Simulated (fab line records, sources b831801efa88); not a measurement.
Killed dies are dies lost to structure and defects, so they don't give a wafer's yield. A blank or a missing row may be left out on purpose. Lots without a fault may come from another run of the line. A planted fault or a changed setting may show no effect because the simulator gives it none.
One fault seen from 2 desks | flow sky130 | each desk has only its own numbers; what lay behind them comes last

THE TOOL OWNER'S DESK: furnace-01
The tool's own readings at SKY_GATE_OXIDE_OXIDATION_16 (stabilise 600 s, purge 300 s, target thk 3.57 nm): means of the sampled wafers that have a number, for each lot that ran on this tool. A lot is out of limits, marked OUT, if its mean lies more than 4 standard deviations from the usual mean; the brackets give that distance.
Columns: A = ox_temp_c_max at SKY_GATE_OXIDE_OXIDATION_16, usual 804.4; B = ramp_down_c_per_min at SKY_GATE_OXIDE_OXIDATION_16, usual 2.9999; C = tube_center_temp_C at SKY_GATE_OXIDE_OXIDATION_16, usual 800 C; D = zone_power_upper_pct at SKY_GATE_OXIDE_OXIDATION_16, usual 13.1 %
lot  | first seen here | A     | B      | C   | D
L851 | day 14 12:56    | 804.9 | 2.9989 | 800 | 12.6
L857 | day 16 09:02    | 804.1 | 2.9997 | 800 | 12.7
L859 | day 16 11:49    | 804.6 | 3.0000 | 800 | 12.5
L869 | day 20 05:15    | 804.6 | 2.9996 | 800 | 12.7
L874 | day 21 19:49    | 804.0 | 2.9998 | 800 | 12.5
This desk's finding: nothing out of limits on any of the 5 lots.

THE METROLOGY DESK
What the gauges read, lot by lot, whatever tool the lot ran on: means of the sampled wafers that have a number. A lot is out of limits, marked OUT, if its mean lies more than 4 standard deviations from the usual mean; the brackets give that distance.
Columns: A = INCOMING_BOW at SKY_FIELD_ISO_BOW_MEAS_00, usual 0 um; B = DNWELL_TW at SKY_DNWELL_TW_MEAS_09, usual 1115
lot  | first seen here | A  | B
L851 | day 1 10:02     | 1  | 1134
L852 | day 1 15:00     | 5  | 1122
L857 | day 2 16:02     | 2  | 1121
L859 | day 3 02:01     | -6 | 1112
L865 | day 4 08:01     | 7  | 1112
L866 | day 4 13:01     | -2 | 1129
L868 | day 4 23:01     | -2 | 1126
L869 | day 5 04:01     | -2 | 1124
L870 | day 5 09:01     | -2 | 1104
L871 | day 5 14:01     | -2 | 1105
L872 | day 5 19:01     | -4 | 1100
L873 | day 6 00:04     | 0  | 1103
L874 | day 6 05:00     | 4  | 1111
This desk's finding: nothing out of limits on any of the 13 lots.

PUT TOGETHER
The tool owner's desk saw nothing out of limits.
The metrology desk saw nothing out of limits.

WHAT THE SIMULATOR HAD PUT IN
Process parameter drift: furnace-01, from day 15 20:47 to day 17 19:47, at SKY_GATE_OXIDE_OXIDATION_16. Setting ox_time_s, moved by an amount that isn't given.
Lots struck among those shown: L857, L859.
